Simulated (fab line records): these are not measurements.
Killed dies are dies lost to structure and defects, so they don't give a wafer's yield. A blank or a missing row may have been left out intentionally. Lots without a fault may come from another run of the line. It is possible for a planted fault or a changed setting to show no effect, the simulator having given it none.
Which tool was responsible? + flow sky130 + Sampling: 10 lots, 30 wafers, 5 of 708 route steps

WHAT EACH GAUGE READ, for each wafer
Not one reading of a measure or inspect step in the record can be checked against a usual standard deviation.

TOOL THAT RAN EACH LOT (tool first, then ch and the chambers of the sampled wafers, then the start)
| lot  | SKY_VIA3_STRIP_16                   | SKY_METAL4_SPUTTER_04       | SKY_METAL4_METAL_ETCH_18         | SKY_METAL4_STRIP_19                 | SKY_VIA4_STRIP_13                   |
|------|-------------------------------------|-----------------------------|----------------------------------|-------------------------------------|-------------------------------------|
| L836 | plasmaAsher-04 ch 0,1, day 40 13:47 | pvdSputter-02, day 40 15:11 | rieMetal-02 ch 0, day 42 17:18   | plasmaAsher-04 ch 0,1, day 42 17:29 | plasmaAsher-01 ch 0,1, day 43 17:04 |
| L837 | plasmaAsher-01 ch 0,1, day 40 20:27 | pvdSputter-04, day 40 21:49 | rieMetal-01 ch 1, day 42 21:48   | plasmaAsher-02 ch 0, day 42 21:59   | plasmaAsher-01 ch 0,1, day 43 20:41 |
| L840 | plasmaAsher-02 ch 0,1, day 42 01:14 | pvdSputter-04, day 42 02:52 | rieMetal-04 ch 0,1, day 44 02:09 | plasmaAsher-04 ch 0,1, day 44 02:20 | plasmaAsher-04 ch 0,1, day 45 01:47 |
| L842 | plasmaAsher-01 ch 0,1, day 42 12:39 | pvdSputter-04, day 42 14:03 | rieMetal-04 ch 0,1, day 44 12:42 | plasmaAsher-03 ch 0,1, day 44 12:52 | plasmaAsher-04 ch 0,1, day 45 11:07 |
| L843 | plasmaAsher-04 ch 0,1, day 42 19:27 | pvdSputter-02, day 42 20:49 | rieMetal-01 ch 0,1, day 44 21:27 | plasmaAsher-04 ch 0,1, day 44 21:38 | plasmaAsher-01 ch 0,1, day 45 19:34 |
| L844 | plasmaAsher-01 ch 0,1, day 42 22:08 | pvdSputter-02, day 42 23:28 | rieMetal-01 ch 0,1, day 44 22:34 | plasmaAsher-03 ch 0,1, day 44 22:43 | plasmaAsher-03 ch 0,1, day 45 21:05 |
| L846 | plasmaAsher-01 ch 0,1, day 43 09:14 | pvdSputter-03, day 43 10:38 | rieMetal-04 ch 0,1, day 45 08:21 | plasmaAsher-03 ch 1, day 45 08:32   | plasmaAsher-03 ch 1, day 46 08:07   |
| L850 | plasmaAsher-04 ch 0,1, day 44 05:20 | pvdSputter-04, day 44 06:44 | rieMetal-02 ch 0,1, day 46 03:34 | plasmaAsher-04 ch 0,1, day 46 03:43 | plasmaAsher-03 ch 0,1, day 47 01:17 |
| L853 | plasmaAsher-01 ch 0,1, day 45 11:47 | pvdSputter-03, day 45 13:14 | rieMetal-02 ch 0, day 47 08:18   | plasmaAsher-03 ch 1, day 47 08:29   | plasmaAsher-04 ch 1, day 48 05:41   |
| L856 | plasmaAsher-02 ch 0,1, day 46 00:56 | pvdSputter-03, day 46 02:47 | rieMetal-02 ch 0,1, day 47 23:43 | plasmaAsher-04 ch 0,1, day 47 23:52 | plasmaAsher-03 ch 0,1, day 48 20:08 |
- SKY_VIA3_STRIP_16: strips in O2/N2.
- SKY_METAL4_SPUTTER_04: material TiN, target thk 70 nm, time 58.3 s.
- SKY_METAL4_METAL_ETCH_18: etches the open film in Cl2/BCl3, stops on SiO2, target depth 845 nm, time 183.1 s.
- SKY_METAL4_STRIP_19: strips in O2/N2.
- SKY_VIA4_STRIP_13: strips in O2/N2.

WHAT THE TOOLS THEMSELVES READ (means of the sampled wafers that have a number; where no wafer has one, the mark that the record gives instead)
SKY_VIA3_STRIP_16. Usual: drypumpMotorCurrentA 5.4 A, standard deviation 0.43; oesProductAu 0.402 a.u., standard deviation 0.0049; stripTimeToEndpointS 4.129 s, standard deviation 0.026.
| lot  | tool           | drypumpMotorCurrentA (A) | oesProductAu (a.u.) | stripTimeToEndpointS (s) | flag |
|------|----------------|--------------------------|---------------------|--------------------------|------|
| L836 | plasmaAsher-04 | 5.7                      | 0.403               | 4.176                    |      |
| L837 | plasmaAsher-01 | 5.6                      | 0.395               | 4.126                    |      |
| L840 | plasmaAsher-02 | 5.1                      | 0.403               | 4.114                    |      |
| L842 | plasmaAsher-01 | 5.6                      | 0.404               | 4.130                    |      |
| L843 | plasmaAsher-04 | 5.2                      | 0.401               | 4.113                    |      |
| L844 | plasmaAsher-01 | 5.8                      | 0.401               | 4.116                    |      |
| L846 | plasmaAsher-01 | 5.7                      | 0.399               | 4.134                    |      |
| L850 | plasmaAsher-04 | 5.7                      | 0.399               | 4.133                    |      |
| L853 | plasmaAsher-01 | 5.6                      | 0.398               | 4.131                    |      |
| L856 | plasmaAsher-02 | 5.1                      | 0.401               | 4.170                    |      |

SKY_METAL4_SPUTTER_04. Usual: throttleValvePct at 29.6 %, with a standard deviation of 0.9.
| lot  | tool          | throttleValvePct (%) | flag |
|------|---------------|----------------------|------|
| L836 | pvdSputter-02 | 29.6                 |      |
| L837 | pvdSputter-04 | 29.9                 |      |
| L840 | pvdSputter-04 | 29.6                 |      |
| L842 | pvdSputter-04 | 30.3                 |      |
| L843 | pvdSputter-02 | 29.5                 |      |
| L844 | pvdSputter-02 | 30.1                 |      |
| L846 | pvdSputter-03 | 28.7                 |      |
| L850 | pvdSputter-04 | 29.8                 |      |
| L853 | pvdSputter-03 | 29.4                 |      |
| L856 | pvdSputter-03 | 29.3                 |      |

SKY_METAL4_METAL_ETCH_18. Usual: drypumpMotorCurrentA 5.78 A, standard deviation 0.19; oesProductAu 0.864 a.u., standard deviation 0.0061; throttleValvePct 22.263 %, standard deviation 0.0084.
| lot  | tool        | drypumpMotorCurrentA (A) | oesProductAu (a.u.) | throttleValvePct (%) | flag |
|------|-------------|--------------------------|---------------------|----------------------|------|
| L836 | rieMetal-02 | 6.00                     | 0.868               | 22.267               |      |
| L837 | rieMetal-01 | 5.47                     | 0.862               | 22.259               |      |
| L840 | rieMetal-04 | 5.77                     | 0.859               | 22.264               |      |
| L842 | rieMetal-04 | 5.80                     | 0.867               | 22.264               |      |
| L843 | rieMetal-01 | 5.85                     | 0.863               | 22.259               |      |
| L844 | rieMetal-01 | 5.65                     | 0.863               | 22.256               |      |
| L846 | rieMetal-04 | 5.80                     | 0.864               | 22.260               |      |
| L850 | rieMetal-02 | 5.70                     | 0.872               | 22.266               |      |
| L853 | rieMetal-02 | 5.97                     | 0.868               | 22.262               |      |
| L856 | rieMetal-02 | 5.71                     | 0.860               | 22.264               |      |

SKY_METAL4_STRIP_19. Usual: drypumpMotorCurrentA 5.6 A, standard deviation 0.55; oesProductAu 0.500 a.u., standard deviation 0.0068; stripTimeToEndpointS 6.48 s, standard deviation 0.13.
| lot  | tool           | drypumpMotorCurrentA (A) | oesProductAu (a.u.) | stripTimeToEndpointS (s) | flag |
|------|----------------|--------------------------|---------------------|--------------------------|------|
| L836 | plasmaAsher-04 | 5.2                      | 0.492               | 6.26                     |      |
| L837 | plasmaAsher-02 | 5.2                      | 0.502               | 6.46                     |      |
| L840 | plasmaAsher-04 | 5.2                      | 0.503               | 6.54                     |      |
| L842 | plasmaAsher-03 | 6.1                      | 0.496               | 6.40                     |      |
| L843 | plasmaAsher-04 | 5.2                      | 0.503               | 6.59                     |      |
| L844 | plasmaAsher-03 | 6.0                      | 0.506               | 6.63                     |      |
| L846 | plasmaAsher-03 | 6.0                      | 0.502               | 6.59                     |      |
| L850 | plasmaAsher-04 | 5.7                      | 0.503               | 6.49                     |      |
| L853 | plasmaAsher-03 | 6.0                      | 0.501               | 6.42                     |      |
| L856 | plasmaAsher-04 | 5.7                      | 0.504               | 6.56                     |      |

SKY_VIA4_STRIP_13. Usual: drypumpMotorCurrentA 5.7 A, standard deviation 0.48; oesProductAu 0.709 a.u., standard deviation 0.0047; stripTimeToEndpointS 12.80 s, standard deviation 0.035.
| lot  | tool           | drypumpMotorCurrentA (A) | oesProductAu (a.u.) | stripTimeToEndpointS (s) | flag |
|------|----------------|--------------------------|---------------------|--------------------------|------|
| L836 | plasmaAsher-01 | 5.6                      | 0.712               | 12.80                    |      |
| L837 | plasmaAsher-01 | 5.8                      | 0.715               | 12.79                    |      |
| L840 | plasmaAsher-04 | 5.7                      | 0.704               | 12.76                    |      |
| L842 | plasmaAsher-04 | 5.7                      | 0.713               | 12.80                    |      |
| L843 | plasmaAsher-01 | 5.5                      | 0.708               | 12.81                    |      |
| L844 | plasmaAsher-03 | 6.0                      | 0.711               | 12.79                    |      |
| L846 | plasmaAsher-03 | 6.0                      | 0.709               | 12.83                    |      |
| L850 | plasmaAsher-03 | 6.1                      | 0.711               | 12.81                    |      |
| L853 | plasmaAsher-04 | 6.1                      | 0.708               | 12.80                    |      |
| L856 | plasmaAsher-03 | 6.0                      | 0.712               | 12.82                    |      |

THE ANSWER, worked out from the rows above alone
Rule: take the mean of a lot's wafers that have a number; if it is more than 3 standard deviations from the usual mean, the lot is off. A lot without any number at a reading at which 4 lots or more have one is off too. All remaining lots with rows at the step are treated as sound. After the gauges, taken in route order, come the tools' own readings; for these a lot's mean is taken, as printed above. The first step at which some lot is off is used, and at that step the reading that is off furthest; a lot without a number counts as furthest.
No lot is off on any of the readings shown, so nothing can be concluded from this.

WHAT THE SIMULATOR HAD PUT IN
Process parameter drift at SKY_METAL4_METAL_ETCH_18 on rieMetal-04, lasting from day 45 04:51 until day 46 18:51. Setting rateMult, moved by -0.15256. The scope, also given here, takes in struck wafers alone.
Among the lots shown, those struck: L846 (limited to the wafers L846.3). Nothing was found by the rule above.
